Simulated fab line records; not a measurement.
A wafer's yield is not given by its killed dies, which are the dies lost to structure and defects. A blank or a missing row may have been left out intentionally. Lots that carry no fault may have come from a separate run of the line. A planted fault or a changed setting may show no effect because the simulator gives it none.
fab line records ; flow gf180mcu
record lots=14; wafers=40; last-day=34
route steps=602 shown LVPWELL@65 PSD@261 NSD@262 SALICIDE@283 CONTACT@302
lots that met no fault: taken from a fault-free run of the same line
start-h: hours from the record's opening day to when the first of the lot's shown wafers began ; wait-h: hours from the lot's prior step to this one ; " identical to the entry in the row above ; L1.1+2: several wafers, shown together as one row ; - no value, or no start was given ; * or withheld: withheld ; < > ~ a bound
route shown NAME@n: names a module that has steps shown in the file, with the first one's number in the route ; usual: the fault-free wafers' mean and standard deviation ; same: alike in all rows ; chamber/n: place in a boat ; sites: each site's reading ; _std_site: how widely they spread, as a standard deviation ; _edge_site: mean of outer sites minus mean of inner sites ; radius-mm: how far each site lies from the wafer's centre ; mask NAME#n: copy n ; behind: tool/chamber where the wafer was last shaped ; hold: the reason the lot was held/the length of the hold in hours/how it ended ; device: transistor that didn't switch, given as n, p or np ; end of line: tests of these same wafers at the route's end ; a step given without rows: its recipe and nothing more ; killed: count of dies lost to structure and defects at first sort (not the wafer's yield) ; map: shows each die of a wafer: x if killed, . if not, _ if none is there
set.NAME: the setting that was run; set.NAME@STEP: the one run at that earlier step ; model.NAME: the simulator's own value behind a step, which no gauge read
the route's steps for a sample of lots (tables are steps, rows are wafers)
## steps
# step GF_LVPWELL_TW_MEAS_11
# usual LVPWELL_TW=561/3.7
lot.wafer;tool;chamber;start-h;wait-h;LVPWELL_TW
L173.2;film-metro-03;-;70.73;0.1;557
L173.4;film-metro-03;-;70.73;0.1;557
L173.6;film-metro-03;-;70.73;0.1;556
L174.2;film-metro-03;-;74.68;0.1;558
L174.4;film-metro-03;-;74.68;0.1;558
L174.6;film-metro-03;-;74.68;0.1;559
L175.3;film-metro-02;-;79.95;0.1;559
L175.4;film-metro-02;-;79.95;0.1;561
L175.6;film-metro-02;-;79.95;0.1;558
L176.1;film-metro-04;-;86.99;0.1;566
L176.2;film-metro-04;-;86.99;0.1;565
L176.5;film-metro-04;-;86.99;0.1;567
L177.2;film-metro-04;-;96.09;0.1;563
L177.3;film-metro-04;-;96.09;0.1;567
L177.5;film-metro-04;-;96.09;0.1;566
L178.1;film-metro-02;-;100.17;0.1;561
L178.2;film-metro-02;-;100.17;0.1;559
L178.3;film-metro-02;-;100.17;0.1;560
L179.3;film-metro-02;-;105.60;0.1;560
L179.4;film-metro-02;-;105.60;0.1;560
L179.6;film-metro-02;-;105.60;0.1;560
L186.2;film-metro-03;-;143.04;0.1;562
L186.3;film-metro-03;-;143.04;0.1;559
L187.1;film-metro-04;-;148.18;0.1;568
L187.3;film-metro-04;-;148.18;0.1;565
L190.2;film-metro-03;-;165.59;0.1;560
L190.4;film-metro-03;-;165.59;0.1;561
L190.6;film-metro-03;-;165.59;0.1;561
L192.2;film-metro-02;-;177.53;0.1;561
L192.3;film-metro-02;-;177.53;0.1;563
L192.6;film-metro-02;-;177.53;0.1;561
L193.1;film-metro-04;-;184.63;0.1;567
L193.3;film-metro-04;-;184.63;0.1;564
L193.5;film-metro-04;-;184.63;0.1;568
L195.3;film-metro-03;-;200.30;0.1;559
L195.5;film-metro-03;-;200.30;0.1;558
L195.6;film-metro-03;-;200.30;0.1;560
L196.3;film-metro-04;-;201.00;0.1;564
L196.5;film-metro-04;-;201.00;0.1;565
L196.6;film-metro-04;-;201.00;0.1;564
# step GF_PSD_RTA_13
# recipe temp-c=1025; time-s=20; ambient=N2
# usual lamp-power-pct=34.7/1.9; run-length-s=48.9/0.81; wafer_temp_C_max=1028.1/0.68
lot.wafer;tool;chamber;start-h;wait-h;lamp-power-pct;run-length-s;wafer_temp_C_max
L173.2;rtp-anneal-01;0;315.76;0.0;36.0;48.5;1030.6
L173.4;rtp-anneal-01;0;315.76;0.0;36.0;48.8;1029.2
L173.6;rtp-anneal-01;0;315.76;0.0;36.0;48.5;1027.5
L174.2;rtp-anneal-01;0;326.21;0.0;36.0;48.8;1027.6
L174.4;rtp-anneal-01;0;326.21;0.0;36.0;48.6;1027.7
L174.6;rtp-anneal-01;0;326.21;0.0;36.0;48.6;1026.9
L175.3;rtp-anneal-01;0;334.29;0.0;36.0;48.7;1027.6
L175.4;rtp-anneal-01;0;334.29;0.0;36.0;49.0;1028.1
L175.6;rtp-anneal-01;0;334.29;0.0;35.9;48.9;1027.9
L176.1;rtp-anneal-01;0;339.81;0.0;36.0;48.9;1029.3
L176.2;rtp-anneal-01;0;339.81;0.0;36.1;48.4;1027.7
L176.5;rtp-anneal-01;0;339.81;0.0;36.0;48.6;1027.6
L177.2;rtp-anneal-01;0;360.56;0.0;35.9;49.1;1027.6
L177.3;rtp-anneal-01;0;360.56;0.0;35.9;48.6;1027.6
L177.5;rtp-anneal-01;0;360.56;0.0;36.0;48.5;1028.7
L178.1;rtp-anneal-02;0;361.45;0.0;32.1;48.4;1027.8
L178.2;rtp-anneal-02;0;361.45;0.0;32.1;48.2;1028.4
L178.3;rtp-anneal-02;0;361.45;0.0;32.1;48.2;1027.8
L179.3;rtp-anneal-01;0;374.13;0.0;36.0;48.5;1027.5
L179.4;rtp-anneal-01;0;374.13;0.0;35.9;48.8;1028.2
L179.6;rtp-anneal-01;0;374.13;0.0;36.0;48.8;1028.1
L186.2;rtp-anneal-01;0;441.58;0.0;35.9;50.8;1028.0
L186.3;rtp-anneal-01;0;441.58;0.0;35.9;62.4;1028.4
L187.1;rtp-anneal-01;0;451.26;0.0;36.0;48.7;1029.2
L187.3;rtp-anneal-01;0;451.26;0.0;35.9;59.8;1028.3
L190.2;rtp-anneal-02;0;472.02;0.0;32.0;48.8;1029.1
L190.4;rtp-anneal-02;0;472.02;0.0;32.1;48.3;1028.9
L190.6;rtp-anneal-02;0;472.02;0.0;32.0;48.2;1028.6
L192.2;rtp-anneal-02;0;482.41;0.0;32.0;48.7;1028.5
L192.3;rtp-anneal-02;0;482.41;0.0;32.0;48.2;1027.5
L192.6;rtp-anneal-02;0;482.41;0.0;32.0;48.2;1029.0
L193.1;rtp-anneal-02;0;490.01;0.0;32.0;48.7;1027.6
L193.3;rtp-anneal-02;0;490.01;0.0;32.1;48.2;1028.2
L193.5;rtp-anneal-02;0;490.01;0.0;32.0;48.4;1028.1
L195.3;rtp-anneal-02;0;511.03;0.0;32.1;48.4;1027.2
L195.5;rtp-anneal-02;0;511.03;0.0;32.0;48.3;1029.3
L195.6;rtp-anneal-02;0;511.03;0.0;32.0;48.3;1028.2
L196.3;rtp-anneal-01;0;513.32;0.0;36.0;48.8;1027.3
L196.5;rtp-anneal-01;0;513.32;0.0;36.0;48.5;1027.7
L196.6;rtp-anneal-01;0;513.32;0.0;35.9;48.5;1028.3
# step GF_PSD_RS_MEAS_14
# recipe thk-meas-gauge=four-point-probe
# usual NSD_RS=46.14/0.089
lot.wafer;tool;chamber;start-h;wait-h;NSD_RS[ohm/sq]
L173.2;film-metro-02;-;315.85;0.1;46.17
L173.4;film-metro-02;-;315.85;0.1;46.13
L173.6;film-metro-02;-;315.85;0.1;46.26
L174.2;film-metro-02;-;326.30;0.1;46.21
L174.4;film-metro-02;-;326.30;0.1;46.25
L174.6;film-metro-02;-;326.30;0.1;46.29
L175.3;film-metro-01;-;334.38;0.1;46.20
L175.4;film-metro-01;-;334.38;0.1;46.00
L175.6;film-metro-01;-;334.38;0.1;46.13
L176.1;film-metro-01;-;339.89;0.1;46.09
L176.2;film-metro-01;-;339.89;0.1;46.11
L176.5;film-metro-01;-;339.89;0.1;46.20
L177.2;film-metro-01;-;360.65;0.1;46.09
L177.3;film-metro-01;-;360.65;0.1;46.21
L177.5;film-metro-01;-;360.65;0.1;46.13
L178.1;film-metro-01;-;361.53;0.1;46.16
L178.2;film-metro-01;-;361.53;0.1;46.20
L178.3;film-metro-01;-;361.53;0.1;46.12
L179.3;film-metro-01;-;374.23;0.1;46.00
L179.4;film-metro-01;-;374.23;0.1;46.04
L179.6;film-metro-01;-;374.23;0.1;46.07
L186.2;film-metro-01;-;441.74;0.1;46.08
L186.3;film-metro-01;-;441.74;0.1;43.69
L187.1;film-metro-02;-;451.34;0.1;46.20
L187.3;film-metro-02;-;451.34;0.1;43.92
L190.2;film-metro-04;-;472.11;0.1;46.23
L190.4;film-metro-04;-;472.11;0.1;46.09
L190.6;film-metro-04;-;472.11;0.1;46.28
L192.2;film-metro-02;-;482.50;0.1;46.23
L192.3;film-metro-02;-;482.50;0.1;46.01
L192.6;film-metro-02;-;482.50;0.1;46.20
L193.1;film-metro-04;-;490.09;0.1;45.99
L193.3;film-metro-04;-;490.09;0.1;46.02
L193.5;film-metro-04;-;490.09;0.1;46.12
L195.3;film-metro-01;-;511.13;0.1;46.14
L195.5;film-metro-01;-;511.13;0.1;46.05
L195.6;film-metro-01;-;511.13;0.1;46.18
L196.3;film-metro-01;-;513.41;0.1;46.08
L196.5;film-metro-01;-;513.41;0.1;46.04
L196.6;film-metro-01;-;513.41;0.1;46.07
# step GF_PSD_RS_MEAS_15
# recipe thk-meas-gauge=four-point-probe
# usual PSD_RS=108.62/0.29
lot.wafer;tool;chamber;start-h;wait-h;PSD_RS[ohm/sq]
L173.2;film-metro-02;-;315.97;0.1;108.57
L173.4;film-metro-02;-;315.97;0.1;108.78
L173.6;film-metro-02;-;315.97;0.1;108.48
L174.2;film-metro-02;-;326.42;0.1;108.68
L174.4;film-metro-02;-;326.42;0.1;108.99
L174.6;film-metro-02;-;326.42;0.1;109.07
L175.3;film-metro-01;-;334.50;0.1;108.68
L175.4;film-metro-01;-;334.50;0.1;107.92
L175.6;film-metro-01;-;334.50;0.1;108.92
L176.1;film-metro-01;-;340.01;0.1;108.65
L176.2;film-metro-01;-;340.01;0.1;108.35
L176.5;film-metro-01;-;340.01;0.1;108.77
L177.2;film-metro-01;-;360.77;0.1;108.59
L177.3;film-metro-01;-;360.77;0.1;108.53
L177.5;film-metro-01;-;360.77;0.1;108.35
L178.1;film-metro-01;-;361.65;0.1;108.70
L178.2;film-metro-01;-;361.65;0.1;108.89
L178.3;film-metro-01;-;361.65;0.1;108.52
L179.3;film-metro-01;-;374.35;0.1;108.11
L179.4;film-metro-01;-;374.35;0.1;108.54
L179.6;film-metro-01;-;374.35;0.1;108.12
L186.2;film-metro-01;-;441.86;0.1;108.43
L186.3;film-metro-01;-;441.86;0.1;103.94
L187.1;film-metro-02;-;451.46;0.1;108.70
L187.3;film-metro-02;-;451.46;0.1;104.16
L190.2;film-metro-04;-;472.23;0.1;108.92
L190.4;film-metro-04;-;472.23;0.1;109.13
L190.6;film-metro-04;-;472.23;0.1;109.47
L192.2;film-metro-02;-;482.62;0.1;108.76
L192.3;film-metro-02;-;482.62;0.1;109.15
L192.6;film-metro-02;-;482.62;0.1;109.28
L193.1;film-metro-04;-;490.21;0.1;108.19
L193.3;film-metro-04;-;490.21;0.1;108.48
L193.5;film-metro-04;-;490.21;0.1;108.67
L195.3;film-metro-01;-;511.25;0.1;108.76
L195.5;film-metro-01;-;511.25;0.1;108.76
L195.6;film-metro-01;-;511.25;0.1;108.60
L196.3;film-metro-01;-;513.53;0.1;108.57
L196.5;film-metro-01;-;513.53;0.1;108.50
L196.6;film-metro-01;-;513.53;0.1;108.70
# step GF_SALICIDE_THK_MEAS_05
# recipe thk-meas-gauge=xrf; reads=TiN_of_SALICIDE_SPUTTER_03
# usual SALICIDE_TIN_THK=20.10/0.29
lot.wafer;tool;chamber;start-h;wait-h;SALICIDE_TIN_THK[nm]
L173.2;film-metro-02;-;337.54;0.1;20.32
L173.4;film-metro-02;-;337.54;0.1;20.13
L173.6;film-metro-02;-;337.54;0.1;20.37
L174.2;film-metro-03;-;348.21;0.1;20.65
L174.4;film-metro-03;-;348.21;0.1;20.49
L174.6;film-metro-03;-;348.21;0.1;20.56
L175.3;film-metro-03;-;357.18;0.1;19.92
L175.4;film-metro-03;-;357.18;0.1;19.94
L175.6;film-metro-03;-;357.18;0.1;19.79
L176.1;film-metro-02;-;362.17;0.1;20.06
L176.2;film-metro-02;-;362.17;0.1;19.85
L176.5;film-metro-02;-;362.17;0.1;19.79
L177.2;film-metro-02;-;383.21;0.1;19.83
L177.3;film-metro-02;-;383.21;0.1;20.24
L177.5;film-metro-02;-;383.21;0.1;19.89
L178.1;film-metro-03;-;384.75;0.1;20.43
L178.2;film-metro-03;-;384.75;0.1;20.18
L178.3;film-metro-03;-;384.75;0.1;20.55
L179.3;film-metro-02;-;398.20;0.1;19.96
L179.4;film-metro-02;-;398.20;0.1;20.03
L179.6;film-metro-02;-;398.20;0.1;20.27
L186.2;film-metro-01;-;466.53;0.1;20.23
L186.3;film-metro-01;-;466.53;0.1;20.12
L187.1;film-metro-03;-;476.66;0.1;19.76
L187.3;film-metro-03;-;476.66;0.1;19.93
L190.2;film-metro-02;-;496.00;0.1;20.01
L190.4;film-metro-02;-;496.00;0.1;20.14
L190.6;film-metro-02;-;496.00;0.1;19.91
L192.2;film-metro-01;-;506.62;0.1;19.60
L192.3;film-metro-01;-;506.62;0.1;19.42
L192.6;film-metro-01;-;506.62;0.1;19.75
L193.1;film-metro-02;-;514.54;0.1;20.11
L193.3;film-metro-02;-;514.54;0.1;19.95
L193.5;film-metro-02;-;514.54;0.1;20.35
L195.3;film-metro-03;-;534.21;0.1;20.07
L195.5;film-metro-03;-;534.21;0.1;20.11
L195.6;film-metro-03;-;534.21;0.1;20.13
L196.3;film-metro-02;-;537.79;0.1;19.96
L196.5;film-metro-02;-;537.79;0.1;20.18
L196.6;film-metro-02;-;537.79;0.1;20.10
# step GF_CONTACT_OVL_MEAS_15
# usual CONTACT_OVL=1/6.6
lot.wafer;tool;chamber;start-h;wait-h;CONTACT_OVL[nm]
L173.2;overlay-02;-;360.73;0.1;-3
L173.4;overlay-02;-;360.73;0.1;1
L173.6;overlay-02;-;360.73;0.1;8
L174.2;overlay-01;-;371.15;0.1;-5
L174.4;overlay-01;-;371.15;0.1;-14
L174.6;overlay-01;-;371.15;0.1;-9
L175.3;overlay-01;-;381.18;0.1;-1
L175.4;overlay-01;-;381.18;0.1;-3
L175.6;overlay-01;-;381.18;0.1;-6
L176.1;overlay-01;-;385.62;0.1;-2
L176.2;overlay-01;-;385.62;0.1;5
L176.5;overlay-01;-;385.62;0.1;3
L177.2;overlay-01;-;407.22;0.1;-3
L177.3;overlay-01;-;407.22;0.1;-1
L177.5;overlay-01;-;407.22;0.1;1
L178.1;overlay-02;-;409.77;0.1;4
L178.2;overlay-02;-;409.77;0.1;8
L178.3;overlay-02;-;409.77;0.1;7
L179.3;overlay-02;-;422.76;0.1;2
L179.4;overlay-02;-;422.76;0.1;11
L179.6;overlay-02;-;422.76;0.1;5
L186.2;overlay-01;-;491.28;0.1;2
L186.3;overlay-01;-;491.28;0.1;-3
L187.1;overlay-01;-;501.60;0.1;-5
L187.3;overlay-01;-;501.60;0.1;-1
L190.2;overlay-02;-;520.88;0.1;1
L190.4;overlay-02;-;520.88;0.1;4
L190.6;overlay-02;-;520.88;0.1;4
L192.2;overlay-01;-;530.70;0.1;-5
L192.3;overlay-01;-;530.70;0.1;5
L192.6;overlay-01;-;530.70;0.1;-9
L193.1;overlay-01;-;538.76;0.1;-3
L193.3;overlay-01;-;538.76;0.1;-2
L193.5;overlay-01;-;538.76;0.1;-3
L195.3;overlay-01;-;557.78;0.1;9
L195.5;overlay-01;-;557.78;0.1;1
L195.6;overlay-01;-;557.78;0.1;-3
L196.3;overlay-01;-;560.49;0.1;4
L196.5;overlay-01;-;560.49;0.1;9
L196.6;overlay-01;-;560.49;0.1;4
## key
first-sign step=GF_PSD_RTA_13; reading=run-length-s; direction=up; sigmas=15; usual=*; struck=*
effect step=GF_PSD_RS_MEAS_14; reading=NSD_RS; direction=down; sigmas=26; usual=46.14; struck=43.81
effect step=GF_PSD_RS_MEAS_15; reading=PSD_RS; direction=down; sigmas=16; usual=108.62; struck=104.05
met-at GF_PSD_RTA_13
struck-lots L186,L187
struck-wafers L186.3,L187.3
tester-left-out L186,L187
not-acting-at GF_LVPWELL_TW_MEAS_11,GF_SALICIDE_THK_MEAS_05,GF_CONTACT_OVL_MEAS_15
onset-between 374.13 441.58
fault kind=process-parameter-drift; tool=rtp-anneal-01; chamber=-; onset-h=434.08; steps=GF_PSD_RTA_13; channel=time-s; offset=*; shape=step; end-h=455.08; scope=struck-wafers-only; acts-in=*; stated=*
# tester-left-out: of these lots the tester's yield and bins aren't shown, on N5 and GAA mostly nor the transistor test; their killed dies are dies lost to structure and defects alone, not to doping, threshold or leakage, so they don't give the yield
